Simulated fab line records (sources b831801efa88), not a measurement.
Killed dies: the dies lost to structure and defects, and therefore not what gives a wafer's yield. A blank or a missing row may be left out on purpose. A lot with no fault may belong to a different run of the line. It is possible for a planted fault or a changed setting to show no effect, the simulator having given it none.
fab line records | flow sky130 | part 1 of 2: steps 1 to 29 of 40
record: lots: 5 | wafers: 15 | last-day: 47
route steps=708 shown SD_N@354 SD_P@359 RES_XHIGH@360 SALICIDE@361 LI_CONTACT@362 LOCAL_INTERCONNECT@387
lots untouched by any fault: they come from a run of this same line in which no faults occurred
start-h: start of the lot's first displayed wafer, in hours after the record's first day | wait-h: hours elapsed since this lot's preceding step | " as in the row above | L1.1+2: one row covering several wafers at once | - no value, or no start given | * or withheld: withheld | < > ~ a bound
route shown NAME@n: NAME is a module with steps in the file, n the number in the route of the first one | usual: mean/standard deviation taken from wafers without a fault | same: alike in all rows | chamber/n: place in a boat | sites: readings site by site | _std_site: their standard deviation | _edge_site: inner sites' mean taken away from outer sites' mean | radius-mm: for every site, how far away it sits from the centre of the wafer | mask NAME#n: copy n | behind: the tool/chamber that last shaped the wafer | hold: the reason the lot was held/the length of the hold in hours/how it ended | device: the transistor (n, p or np) that didn't switch | end of line: the route-end tests of the same wafers | step lacking rows: just its recipe | killed: dies lost to structure and defects at the first sort, not the wafer's yield | map: dies across one wafer; x = killed, . = not, _ = none there
set.NAME: the setting the step ran with; set.NAME@STEP: the setting that earlier step ran with | model.NAME: the simulator's own value behind a step, which no gauge read
lots at selected steps of the route; one table per step, one row per wafer
services: the hour from which a tool's chamber was out of use, counted from the record's first day as start-h (under 0 if before that day), plus the number of hours and why
== steps ==
step: SKY_SD_N_TW_MEAS_12
usual: SD_N_TW: 4025/26
lot.wafer | tool          | chamber | start-h | wait-h | SD_N_TW
L074.2    | film-metro-03 | -       | 659.60  | 0.1    | 4023
L074.3    | "             | -       | "       | "      | 4009
L074.4    | "             | -       | "       | "      | 4013
L076.3    | film-metro-03 | -       | 684.30  | 0.1    | 4042
L076.4    | "             | -       | "       | "      | 4018
L076.5    | "             | -       | "       | "      | 4039
L079.2    | film-metro-03 | -       | 697.39  | 0.1    | 4042
L079.3    | "             | -       | "       | "      | 4034
L079.4    | "             | -       | "       | "      | 4042
L078.1    | film-metro-03 | -       | 705.34  | 0.1    | 4011
L078.3    | "             | -       | "       | "      | 4028
L078.6    | "             | -       | "       | "      | 4007
L082.3    | film-metro-03 | -       | 714.86  | 0.1    | 4033
L082.5    | "             | -       | "       | "      | 4046
L082.6    | "             | -       | "       | "      | 4058
step: SKY_SD_N_CLEAN_13
recipe: chemistry: SC1/SC2 | mix: 1:4:20 | temp-c: 70 | time-s: 150 | dry: n2-spin
lot.wafer  | tool         | chamber | start-h | wait-h
L074.2+3+4 | wet-bench-04 | 0       | 659.65  | 0.0
L076.3+4+5 | wet-bench-02 | 2       | 684.34  | 0.0
L079.2+3+4 | wet-bench-04 | 3       | 697.44  | 0.0
L078.1+3+6 | wet-bench-04 | 0       | 705.40  | 0.1
L082.3+5+6 | wet-bench-04 | 2       | 714.90  | 0.0
step: SKY_SD_N_RTA_14
recipe: temp-c: 1075 | time-s: 2 | idle-temp-c: 650 | ramp-up-c-per-s: 150 | ramp-down-c-per-s: 90 | ambient: N2
usual: lamp-power-pct: 15.73/0.058 | wafer_temp_C_max: 1078.0/1.4
lot.wafer | tool          | chamber | start-h | wait-h | lamp-power-pct | wafer_temp_C_max
L074.2    | rtp-anneal-02 | 0       | 659.72  | 0.0    | 15.75          | 1076.7
L074.3    | "             | 0       | "       | "      | 15.68          | 1076.4
L074.4    | "             | 0       | "       | "      | 15.79          | 1078.8
L076.3    | rtp-anneal-01 | 0       | 684.41  | 0.0    | 15.61          | 1076.7
L076.4    | "             | 0       | "       | "      | 15.69          | 1077.7
L076.5    | "             | 0       | "       | "      | 15.74          | 1076.5
L079.2    | rtp-anneal-02 | 0       | 697.51  | 0.0    | 15.79          | 1080.3
L079.3    | "             | 0       | "       | "      | 15.74          | 1077.4
L079.4    | "             | 0       | "       | "      | 15.69          | 1078.9
L078.1    | rtp-anneal-02 | 0       | 705.45  | 0.0    | 15.77          | 1076.1
L078.3    | "             | 0       | "       | "      | 15.73          | 1077.4
L078.6    | "             | 0       | "       | "      | 15.76          | 1075.6
L082.3    | rtp-anneal-02 | 0       | 714.97  | 0.0    | 15.76          | 1077.5
L082.5    | "             | 0       | "       | "      | 15.85          | 1077.8
L082.6    | "             | 0       | "       | "      | 15.77          | 1077.7
step: SKY_SD_N_RS_MEAS_16
recipe: thk-meas-gauge: four-point-probe
usual: SD_N_RS: 68.49/0.12
lot.wafer | tool          | chamber | start-h | wait-h | SD_N_RS[ohm/sq]
L074.2    | film-metro-02 | -       | 659.90  | 0.1    | 68.55
L074.3    | "             | -       | "       | "      | 68.51
L074.4    | "             | -       | "       | "      | 68.62
L076.3    | film-metro-04 | -       | 684.61  | 0.1    | 68.33
L076.4    | "             | -       | "       | "      | 68.38
L076.5    | "             | -       | "       | "      | 68.46
L079.2    | film-metro-04 | -       | 697.69  | 0.1    | 68.41
L079.3    | "             | -       | "       | "      | 68.31
L079.4    | "             | -       | "       | "      | 68.51
L078.1    | film-metro-04 | -       | 705.62  | 0.1    | 68.33
L078.3    | "             | -       | "       | "      | 68.42
L078.6    | "             | -       | "       | "      | 68.34
L082.3    | film-metro-03 | -       | 715.17  | 0.1    | 68.57
L082.5    | "             | -       | "       | "      | 68.50
L082.6    | "             | -       | "       | "      | 68.63
step: SKY_SD_N_RS_MEAS_17
recipe: thk-meas-gauge: four-point-probe
usual: SD_P_RS: 146.8/0.37
lot.wafer | tool          | chamber | start-h | wait-h | SD_P_RS[ohm/sq]
L074.2    | film-metro-02 | -       | 660.02  | 0.1    | 146.9
L074.3    | "             | -       | "       | "      | 147.3
L074.4    | "             | -       | "       | "      | 146.8
L076.3    | film-metro-04 | -       | 684.73  | 0.1    | 146.4
L076.4    | "             | -       | "       | "      | 146.9
L076.5    | "             | -       | "       | "      | 146.5
L079.2    | film-metro-04 | -       | 697.81  | 0.1    | 146.7
L079.3    | "             | -       | "       | "      | 146.3
L079.4    | "             | -       | "       | "      | 146.9
L078.1    | film-metro-04 | -       | 705.74  | 0.1    | 146.6
L078.3    | "             | -       | "       | "      | 146.5
L078.6    | "             | -       | "       | "      | 146.4
L082.3    | film-metro-03 | -       | 715.29  | 0.1    | 146.8
L082.5    | "             | -       | "       | "      | 147.4
L082.6    | "             | -       | "       | "      | 147.3
step: SKY_SD_N_RS_MEAS_18
recipe: thk-meas-gauge: four-point-probe
usual: RES_XHIGH_RS: 333.1/1.1
lot.wafer | tool          | chamber | start-h | wait-h | RES_XHIGH_RS[ohm/sq]
L074.2    | film-metro-02 | -       | 660.14  | 0.1    | 334.4
L074.3    | "             | -       | "       | "      | 333.8
L074.4    | "             | -       | "       | "      | 333.5
L076.3    | film-metro-04 | -       | 684.85  | 0.1    | 333.2
L076.4    | "             | -       | "       | "      | 332.6
L076.5    | "             | -       | "       | "      | 333.4
L079.2    | film-metro-04 | -       | 697.93  | 0.1    | 333.2
L079.3    | "             | -       | "       | "      | 333.5
L079.4    | "             | -       | "       | "      | 332.7
L078.1    | film-metro-04 | -       | 705.86  | 0.1    | 333.3
L078.3    | "             | -       | "       | "      | 333.1
L078.6    | "             | -       | "       | "      | 333.1
L082.3    | film-metro-03 | -       | 715.41  | 0.1    | 333.9
L082.5    | "             | -       | "       | "      | 335.3
L082.6    | "             | -       | "       | "      | 333.2
step: SKY_SALICIDE_CLEAN_00
recipe: chemistry: HF-last | time-s: 30 | dilution: 100:1 | dry: ipa-marangoni
lot.wafer  | tool         | chamber | start-h | wait-h
L074.2+3+4 | wet-bench-02 | 3       | 660.24  | 0.1
L076.3+4+5 | wet-bench-02 | 1       | 684.93  | 0.1
L079.2+3+4 | wet-bench-03 | 3       | 698.03  | 0.1
L078.1+3+6 | wet-bench-03 | 0       | 705.98  | 0.1
L082.3+5+6 | wet-bench-03 | 0       | 715.49  | 0.1
step: SKY_LI_CONTACT_HDPCVD_00
recipe: material: PSG | target-thk-nm: 930 | sigma-open-frac: 0.3 | time-s: 155 | temp-c: 600 | sih4-flow-sccm: 60 | pressure-mtorr: 6
lot.wafer  | tool      | chamber | start-h | wait-h
L074.2+3+4 | hdpcvd-01 | 1,2,1   | 660.26  | 0.0
L076.3+4+5 | hdpcvd-01 | 1,2,0   | 684.94  | 0.0
L079.2+3+4 | hdpcvd-01 | 2,2,1   | 698.05  | 0.0
L078.1+3+6 | hdpcvd-01 | 2,0,2   | 706.00  | 0.0
L082.3+5+6 | hdpcvd-01 | 0,1,0   | 715.52  | 0.0
step: SKY_LI_CONTACT_THK_MEAS_01
recipe: reads: PSG_of_LI_CONTACT_HDPCVD_00
usual: LI_CONTACT_HDPCVD_THK: 924/11
lot.wafer | tool          | chamber | start-h | wait-h | LI_CONTACT_HDPCVD_THK[nm]
L074.2    | film-metro-04 | -       | 660.37  | 0.1    | 933
L074.3    | "             | -       | "       | "      | 928
L074.4    | "             | -       | "       | "      | 937
L076.3    | film-metro-02 | -       | 685.06  | 0.1    | 925
L076.4    | "             | -       | "       | "      | 932
L076.5    | "             | -       | "       | "      | 902
L079.2    | film-metro-04 | -       | 698.21  | 0.1    | 930
L079.3    | "             | -       | "       | "      | 935
L079.4    | "             | -       | "       | "      | 944
L078.1    | film-metro-02 | -       | 706.10  | 0.1    | 932
L078.3    | "             | -       | "       | "      | 919
L078.6    | "             | -       | "       | "      | 921
L082.3    | film-metro-04 | -       | 715.64  | 0.1    | 932
L082.5    | "             | -       | "       | "      | 942
L082.6    | "             | -       | "       | "      | 923
step: SKY_LI_CONTACT_CMP_02
recipe: material: PSG | down-force-psi: 4 | platen-rpm: 60 | pad-velocity-m-s: 0.94248
usual: motor-current-A: 12.3/0.83 | time-to-endpoint-s: 31.6/2.2
lot.wafer | tool   | chamber | start-h | wait-h | motor-current-A | time-to-endpoint-s
L074.3    | cmp-02 | 2       | 660.42  | 0.0    | 13.2            | 33.7
L074.2    | "      | 0       | "       | "      | 11.4            | 34.9
L074.4    | "      | 1       | "       | "      | 12.3            | 35.4
L076.4    | cmp-01 | 3       | 685.15  | 0.1    | 11.7            | 34.7
L076.3    | "      | 1       | "       | "      | 11.9            | 33.8
L076.5    | "      | 3       | "       | "      | 12.6            | 34.8
L079.2    | cmp-02 | 3       | 698.26  | 0.0    | 13.9            | 30.7
L079.4    | "      | 0       | "       | "      | 11.5            | 29.5
L079.3    | "      | 2       | "       | "      | 14.3            | 32.1
L078.1    | cmp-02 | 2       | 706.16  | 0.1    | 13.7            | 31.0
L078.3    | "      | 0       | "       | "      | 11.6            | 30.1
L078.6    | "      | 3       | "       | "      | 13.0            | 29.9
L082.3    | cmp-02 | 0       | 715.73  | 0.1    | 11.1            | 31.5
L082.6    | "      | 3       | "       | "      | 13.4            | 32.4
L082.5    | "      | 0       | "       | "      | 11.1            | 32.8
step: SKY_LI_CONTACT_BOW_MEAS_03
recipe: mode: bow
usual: LI_CONTACT_BOW: 55/7.1
lot.wafer | tool          | chamber | start-h | wait-h | LI_CONTACT_BOW[um]
L074.2    | film-metro-04 | -       | 660.74  | 0.2    | 57
L074.3    | "             | -       | "       | "      | 62
L074.4    | "             | -       | "       | "      | 54
L076.3    | film-metro-03 | -       | 685.44  | 0.1    | 51
L076.4    | "             | -       | "       | "      | 56
L076.5    | "             | -       | "       | "      | 54
L079.2    | film-metro-02 | -       | 698.58  | 0.3    | 37
L079.3    | "             | -       | "       | "      | 58
L079.4    | "             | -       | "       | "      | 58
L078.1    | film-metro-04 | -       | 706.46  | 0.2    | 57
L078.3    | "             | -       | "       | "      | 57
L078.6    | "             | -       | "       | "      | 50
L082.3    | film-metro-02 | -       | 716.02  | 0.2    | 57
L082.5    | "             | -       | "       | "      | 58
L082.6    | "             | -       | "       | "      | 58
step: SKY_LI_CONTACT_DEHYDRATE_04
recipe: temp-c: 200 | time-s: 60
lot.wafer  | tool           | chamber | start-h | wait-h
L074.2+3+4 | litho-track-02 | 0       | 674.24  | 13.5
L076.3+4+5 | litho-track-01 | 0       | 698.58  | 13.1
L079.2+3+4 | litho-track-01 | 0       | 712.45  | 13.9
L078.1+3+6 | litho-track-02 | 0       | 719.82  | 13.3
L082.3+5+6 | litho-track-03 | 0       | 728.88  | 12.8
step: SKY_LI_CONTACT_HMDS_05
recipe: prime-time-s: 60 | prime-temp-c: 120
lot.wafer  | tool           | chamber | start-h | wait-h
L074.2+3+4 | litho-track-02 | 0       | 674.39  | 0.1
L076.3+4+5 | litho-track-01 | 0       | 698.73  | 0.1
L079.2+3+4 | litho-track-01 | 0       | 712.60  | 0.1
L078.1+3+6 | litho-track-02 | 0       | 719.97  | 0.1
L082.3+5+6 | litho-track-03 | 0       | 729.03  | 0.1
step: SKY_LI_CONTACT_COAT_06
recipe: resist: BARC | temp-c: withheld | time-s: withheld | spin-rpm: 3000 | resist-thk-nm: 60
usual: spin-speed-rpm: 2999.8/2
lot.wafer | tool           | chamber | start-h | wait-h | spin-speed-rpm
L074.2    | litho-track-02 | 0       | 674.54  | 0.1    | 2996.9
L074.3    | "              | 0       | "       | "      | 3000.8
L074.4    | "              | 0       | "       | "      | 2999.5
L076.3    | litho-track-01 | 0       | 698.88  | 0.1    | 2998.9
L076.4    | "              | 0       | "       | "      | 3001.8
L076.5    | "              | 0       | "       | "      | 3000.2
L079.2    | litho-track-01 | 0       | 712.75  | 0.1    | 3000.6
L079.3    | "              | 0       | "       | "      | 3000.3
L079.4    | "              | 0       | "       | "      | 3001.7
L078.1    | litho-track-02 | 0       | 720.12  | 0.1    | 3000.3
L078.3    | "              | 0       | "       | "      | 2998.9
L078.6    | "              | 0       | "       | "      | 2999.4
L082.3    | litho-track-03 | 0       | 729.18  | 0.1    | 2999.8
L082.5    | "              | 0       | "       | "      | 2999.4
L082.6    | "              | 0       | "       | "      | 2997.3
step: SKY_LI_CONTACT_COAT_07
recipe: resist: KrF-thick | spin-rpm: 3000 | resist-thk-nm: 450
usual: spin-speed-rpm: 3000.4/1.9
lot.wafer | tool           | chamber | start-h | wait-h | spin-speed-rpm
L074.2    | litho-track-02 | 0       | -       | -      | 3001.0
L074.3    | "              | 0       | "       | "      | 3001.5
L074.4    | "              | 0       | "       | "      | 3001.5
L076.3    | litho-track-01 | 0       | -       | -      | 3000.1
L076.4    | "              | 0       | "       | "      | 2998.8
L076.5    | "              | 0       | "       | "      | 3000.0
L079.2    | litho-track-01 | 0       | -       | -      | 3001.6
L079.3    | "              | 0       | "       | "      | 3000.8
L079.4    | "              | 0       | "       | "      | 3001.5
L078.1    | litho-track-02 | 0       | -       | -      | 3000.4
L078.3    | "              | 0       | "       | "      | 2997.2
L078.6    | "              | 0       | "       | "      | 2996.8
L082.3    | litho-track-03 | 0       | -       | -      | 2999.1
L082.5    | "              | 0       | "       | "      | 3000.8
L082.6    | "              | 0       | "       | "      | 3002.0
step: SKY_LI_CONTACT_SOFTBAKE_08
recipe: temp-c: 100 | time-s: 90 | resist: KrF-thick
lot.wafer  | tool           | chamber | start-h | wait-h
L074.2+3+4 | litho-track-02 | 0       | -       | -
L076.3+4+5 | litho-track-01 | 0       | -       | -
L079.2+3+4 | litho-track-01 | 0       | -       | -
L078.1+3+6 | litho-track-02 | 0       | -       | -
L082.3+5+6 | litho-track-03 | 0       | -       | -
step: SKY_LI_CONTACT_EXPOSE_09
recipe: mask-id: LICM1 | na: 0.8 | source-shape: annular | sigma-inner: 0.55 | sigma-outer: 0.85 | target-cd-nm: 170 | dose-mj: 38
same: na: 0.8
lot.wafer  | tool           | chamber | start-h | wait-h | mask
L074.2+3+4 | krf-scanner-01 | 0       | -       | -      | LICM1#0
L076.3+4+5 | krf-scanner-02 | 0       | -       | -      | LICM1#0
L079.2+3+4 | krf-scanner-01 | 0       | -       | -      | LICM1#0
L078.1+3+6 | krf-scanner-01 | 0       | -       | -      | LICM1#0
L082.3+5+6 | krf-scanner-02 | 0       | -       | -      | LICM1#0
step: SKY_LI_CONTACT_PEB_10
recipe: peb-temp-c: withheld | peb-time-s: withheld | resist: KrF-thick
lot.wafer  | tool           | chamber | start-h | wait-h
L074.2+3+4 | litho-track-02 | 0       | -       | -
L076.3+4+5 | litho-track-03 | 0       | -       | -
L079.2+3+4 | litho-track-01 | 0       | -       | -
L078.1+3+6 | litho-track-03 | 0       | -       | -
L082.3+5+6 | litho-track-01 | 0       | -       | -
step: SKY_LI_CONTACT_DEVELOP_11
recipe: develop-time-s: 60 | resist: KrF-thick | dev-temp-c: 21
lot.wafer  | tool           | chamber | start-h | wait-h
L074.2+3+4 | litho-track-02 | 0       | -       | -
L076.3+4+5 | litho-track-03 | 0       | -       | -
L079.2+3+4 | litho-track-01 | 0       | -       | -
L078.1+3+6 | litho-track-03 | 0       | -       | -
L082.3+5+6 | litho-track-01 | 0       | -       | -
step: SKY_LI_CONTACT_CD_MEAS_12
recipe: target-cd-nm: 170
usual: cd-nm: 170.5/1.6
lot.wafer | tool      | chamber | start-h | wait-h | cd-nm
L074.2    | cd-sem-02 | -       | 688.84  | -      | 166.9
L074.3    | "         | -       | "       | "      | 166.6
L074.4    | "         | -       | "       | "      | 167.7
L076.3    | cd-sem-01 | -       | 713.77  | -      | 171.7
L076.4    | "         | -       | "       | "      | 170.8
L076.5    | "         | -       | "       | "      | 170.6
L079.2    | cd-sem-01 | -       | 727.50  | -      | 170.6
L079.3    | "         | -       | "       | "      | 170.8
L079.4    | "         | -       | "       | "      | 170.9
L078.1    | cd-sem-02 | -       | 734.40  | -      | 170.5
L078.3    | "         | -       | "       | "      | 172.7
L078.6    | "         | -       | "       | "      | 171.9
L082.3    | cd-sem-01 | -       | 743.67  | -      | 171.4
L082.5    | "         | -       | "       | "      | 171.0
L082.6    | "         | -       | "       | "      | 171.3
step: SKY_LI_CONTACT_OVL_MEAS_13
usual: LI_CONTACT_OVL: 1/4.9
lot.wafer | tool       | chamber | start-h | wait-h | LI_CONTACT_OVL[nm]
L074.2    | overlay-01 | -       | 688.94  | 0.1    | 6
L074.3    | "          | -       | "       | "      | 1
L074.4    | "          | -       | "       | "      | 5
L076.3    | overlay-02 | -       | 713.87  | 0.1    | -4
L076.4    | "          | -       | "       | "      | 2
L076.5    | "          | -       | "       | "      | -2
L079.2    | overlay-02 | -       | 727.60  | 0.1    | 2
L079.3    | "          | -       | "       | "      | 8
L079.4    | "          | -       | "       | "      | 4
L078.1    | overlay-01 | -       | 734.52  | 0.1    | 2
L078.3    | "          | -       | "       | "      | -1
L078.6    | "          | -       | "       | "      | 5
L082.3    | overlay-02 | -       | 743.76  | 0.1    | 4
L082.5    | "          | -       | "       | "      | 6
L082.6    | "          | -       | "       | "      | -2
step: SKY_LI_CONTACT_ETCH_14
recipe: chemistry: N2/H2 | target: BARC | ion-energy-ev: 200 | source-w: 500 | bias-w: 100 | pressure-mtorr: 30 | n2-flow-sccm: 100 | h2-flow-sccm: 200 | stop-on: SiO2 | time-s: 45.9 | target-depth-a: 600
usual: drypump-motor-current-A: 5.9/0.43 | oes-product-au: 0.855/0.0045 | throttle-valve-pct: 13.225/0.0087
lot.wafer | tool        | chamber | start-h | wait-h | drypump-motor-current-A | oes-product-au | rf-hours-counter-h | throttle-valve-pct
L074.2    | rie-diel-04 | 0       | 688.97  | 0.0    | 5.9                     | 0.844          | 44                 | 13.233
L074.3    | "           | 2       | "       | "      | 5.4                     | 0.851          | 8                  | 13.222
L074.4    | "           | 1       | "       | "      | 6.1                     | 0.859          | 1                  | 13.223
L076.3    | rie-diel-04 | 2       | 713.90  | 0.0    | 5.3                     | 0.852          | 8                  | 13.209
L076.4    | "           | 3       | "       | "      | 6.0                     | 0.853          | 8                  | 13.200
L076.5    | "           | 0       | "       | "      | 5.9                     | 0.859          | -                  | 13.233
L079.2    | rie-diel-03 | 3       | 727.63  | 0.0    | 6.5                     | 0.856          | 25                 | 13.229
L079.3    | "           | 0       | "       | "      | 5.2                     | 0.851          | 1                  | 13.232
L079.4    | "           | 2       | "       | "      | 5.8                     | 0.861          | 20                 | 13.223
L078.1    | rie-diel-04 | 1       | 734.55  | 0.0    | 6.1                     | 0.862          | 2                  | 13.225
L078.3    | "           | 2       | "       | "      | 5.4                     | 0.847          | -                  | 13.234
L078.6    | "           | 1       | "       | "      | 6.1                     | 0.860          | -                  | 13.230
L082.3    | rie-diel-04 | 2       | 743.78  | 0.0    | 5.3                     | 0.848          | 9                  | 13.221
L082.5    | "           | 1       | "       | "      | 6.1                     | 0.854          | -                  | 13.230
L082.6    | "           | 3       | "       | "      | 6.0                     | 0.853          | -                  | 13.225
step: SKY_LI_CONTACT_ETCH_15
recipe: target: PSG | chemistry: C4F8/O2/Ar | stop-on: Si | taper-deg: 4.15 | mask-material: KrF-thick | source-w: 1500 | bias-w: 1200 | pressure-mtorr: 40 | c4f8-flow-sccm: withheld | O2_flow_sccm: 6 | Ar_flow_sccm: 300 | time-s: withheld | target-depth-a: 6000
usual: oes-product-au: 0.837/0.0046
lot.wafer | tool        | chamber | start-h | wait-h | oes-product-au
L074.2    | rie-diel-04 | 0       | 689.01  | 0.0    | 0.833
L074.3    | "           | 2       | "       | "      | 0.838
L074.4    | "           | 1       | "       | "      | 0.834
L076.3    | rie-diel-04 | 2       | 713.94  | 0.0    | 0.839
L076.4    | "           | 3       | "       | "      | 0.842
L076.5    | "           | 0       | "       | "      | 0.836
L079.2    | rie-diel-03 | 3       | 727.67  | 0.0    | 0.842
L079.3    | "           | 0       | "       | "      | 0.836
L079.4    | "           | 2       | "       | "      | 0.845
L078.1    | rie-diel-04 | 1       | 734.62  | 0.0    | 0.835
L078.3    | "           | 2       | "       | "      | 0.847
L078.6    | "           | 1       | "       | "      | 0.841
L082.3    | rie-diel-04 | 2       | 743.82  | 0.0    | 0.835
L082.5    | "           | 1       | "       | "      | 0.836
L082.6    | "           | 3       | "       | "      | 0.832
step: SKY_LI_CONTACT_STRIP_16
recipe: chemistry: O2/N2 | power-w: 1400 | pressure-mtorr: 1500 | platen-temp-c: withheld | o2-flow-sccm: 3000 | n2-flow-sccm: 300 | overash-fraction: 0.5
usual: drypump-motor-current-A: 5.5/0.44 | oes-product-au: 0.376/0.0045 | strip-time-to-endpoint-s: 3.490/0.025
lot.wafer | tool            | chamber | start-h | wait-h | drypump-motor-current-A | oes-product-au | rf-hours-counter-h | strip-time-to-endpoint-s
L074.2    | plasma-asher-03 | 0       | 689.10  | -      | 6.2                     | 0.376          | 58                 | 3.486
L074.3    | "               | 0       | "       | "      | 6.2                     | 0.369          | -                  | 3.481
L074.4    | "               | 1       | "       | "      | 5.3                     | 0.373          | -                  | 3.497
L076.3    | plasma-asher-03 | 1       | 714.06  | -      | 5.3                     | 0.374          | -                  | 3.450
L076.4    | "               | 0       | "       | "      | 6.2                     | 0.385          | -                  | 3.502
L076.5    | "               | 1       | "       | "      | 5.3                     | 0.373          | -                  | 3.451
L079.2    | plasma-asher-02 | 1       | 727.76  | -      | 4.7                     | 0.374          | 88                 | 3.515
L079.3    | "               | 1       | "       | "      | 4.8                     | 0.369          | -                  | 3.503
L079.4    | "               | 0       | "       | "      | 5.5                     | 0.378          | -                  | 3.492
L078.1    | plasma-asher-02 | 1       | 734.74  | -      | 4.8                     | 0.385          | 89                 | 3.480
L078.3    | "               | 1       | "       | "      | 4.8                     | 0.381          | -                  | 3.468
L078.6    | "               | 1       | "       | "      | 4.7                     | 0.367          | -                  | 3.466
L082.3    | plasma-asher-03 | 0       | 743.94  | -      | 6.2                     | 0.379          | -                  | 3.473
L082.5    | "               | 1       | "       | "      | 5.3                     | 0.374          | -                  | 3.481
L082.6    | "               | 0       | "       | "      | 6.2                     | 0.380          | -                  | 3.512
step: SKY_LI_CONTACT_CLEAN_17
recipe: chemistry: NMP | time-s: 600 | temp-c: 60 | dry: n2-spin
lot.wafer  | tool         | chamber | start-h | wait-h
L074.2+3+4 | wet-bench-03 | 3       | 689.20  | 0.1
L076.3+4+5 | wet-bench-03 | 2       | 714.13  | 0.0
L079.2+3+4 | wet-bench-02 | 2       | 727.86  | 0.1
L078.1+3+6 | wet-bench-01 | 1       | 734.84  | 0.1
L082.3+5+6 | wet-bench-02 | 0       | 744.01  | 0.0
step: SKY_LI_CONTACT_PRE_CLEAN_18
recipe: gas: Ar | time-s: 5.6 | bias-v: 358
lot.wafer  | tool           | chamber | start-h | wait-h
L074.2+3+4 | pvd-sputter-02 | -       | 689.37  | 0.0
L076.3+4+5 | pvd-sputter-02 | -       | 714.48  | 0.0
L079.2+3+4 | pvd-sputter-02 | -       | 728.21  | 0.0
L078.1+3+6 | pvd-sputter-02 | -       | 735.02  | 0.0
L082.3+5+6 | pvd-sputter-02 | -       | 744.20  | 0.0
step: SKY_LI_CONTACT_SPUTTER_19
recipe: material: Ti | target-thk-nm: 20 | chamber-pressure-pa: 5 | power-w: 2500 | substrate-temp-c: 200 | time-s: 106.37
usual: substrate-temp-c: 199.98/0.17 | throttle-valve-pct: 29.8/0.93
lot.wafer | tool           | chamber | start-h | wait-h | substrate-temp-c | throttle-valve-pct
L074.2    | pvd-sputter-02 | -       | 689.39  | 0.0    | 199.97           | 30.6
L074.3    | "              | -       | "       | "      | 199.89           | 30.0
L074.4    | "              | -       | "       | "      | 199.86           | 28.7
L076.3    | pvd-sputter-02 | -       | 714.50  | 0.0    | 199.78           | 28.4
L076.4    | "              | -       | "       | "      | 200.28           | 30.1
L076.5    | "              | -       | "       | "      | 200.40           | 29.8
L079.2    | pvd-sputter-02 | -       | 728.23  | 0.0    | 199.86           | 29.8
L079.3    | "              | -       | "       | "      | 199.97           | 28.6
L079.4    | "              | -       | "       | "      | 199.99           | 29.8
L078.1    | pvd-sputter-02 | -       | 735.04  | 0.0    | 199.95           | 28.8
L078.3    | "              | -       | "       | "      | 199.83           | 30.1
L078.6    | "              | -       | "       | "      | 200.13           | 29.7
L082.3    | pvd-sputter-02 | -       | 744.22  | 0.0    | 200.15           | 29.9
L082.5    | "              | -       | "       | "      | 199.83           | 29.9
L082.6    | "              | -       | "       | "      | 199.79           | 31.2
step: SKY_LI_CONTACT_SPUTTER_20
recipe: material: TiN | target-thk-nm: 20 | chamber-pressure-pa: 5 | power-w: 4000 | time-s: 77.84
usual: throttle-valve-pct: 29.9/0.93
lot.wafer | tool           | chamber | start-h | wait-h | throttle-valve-pct
L074.2    | pvd-sputter-02 | -       | 689.47  | 0.0    | 31.2
L074.3    | "              | -       | "       | "      | 30.1
L074.4    | "              | -       | "       | "      | 28.7
L076.3    | pvd-sputter-02 | -       | 714.57  | 0.0    | 28.7
L076.4    | "              | -       | "       | "      | 29.9
L076.5    | "              | -       | "       | "      | 30.1
L079.2    | pvd-sputter-02 | -       | 728.31  | 0.0    | 30.0
L079.3    | "              | -       | "       | "      | 28.8
L079.4    | "              | -       | "       | "      | 30.0
L078.1    | pvd-sputter-02 | -       | 735.11  | 0.0    | 28.6
L078.3    | "              | -       | "       | "      | 30.0
L078.6    | "              | -       | "       | "      | 30.0
L082.3    | pvd-sputter-02 | -       | 744.30  | 0.0    | 30.1
L082.5    | "              | -       | "       | "      | 30.1
L082.6    | "              | -       | "       | "      | 31.0
step: SKY_LI_CONTACT_CVD_21
recipe: material: W | target-thk-nm: 400 | time-s: 120.56 | temp-c: 400 | pressure-torr: 40
usual: heater-power-w: 936/48
lot.wafer | tool     | chamber | start-h | wait-h | heater-power-w
L074.2    | cvd-w-01 | 1       | 689.53  | 0.0    | 990
L074.3    | "        | 0       | "       | "      | 884
L074.4    | "        | 1       | "       | "      | 1030
L076.3    | cvd-w-01 | 0       | 714.67  | 0.1    | 894
L076.4    | "        | 1       | "       | "      | 1016
L076.5    | "        | 1       | "       | "      | 1001
L079.2    | cvd-w-01 | 0       | 728.37  | 0.0    | 874
L079.3    | "        | 1       | "       | "      | 982
L079.4    | "        | 0       | "       | "      | 903
L078.1    | cvd-w-01 | 0       | 735.18  | 0.0    | 892
L078.3    | "        | 0       | "       | "      | 902
L078.6    | "        | 1       | "       | "      | 1028
L082.3    | cvd-w-01 | 0       | 744.40  | 0.1    | 883
L082.5    | "        | 0       | "       | "      | 909
L082.6    | "        | 1       | "       | "      | 1001
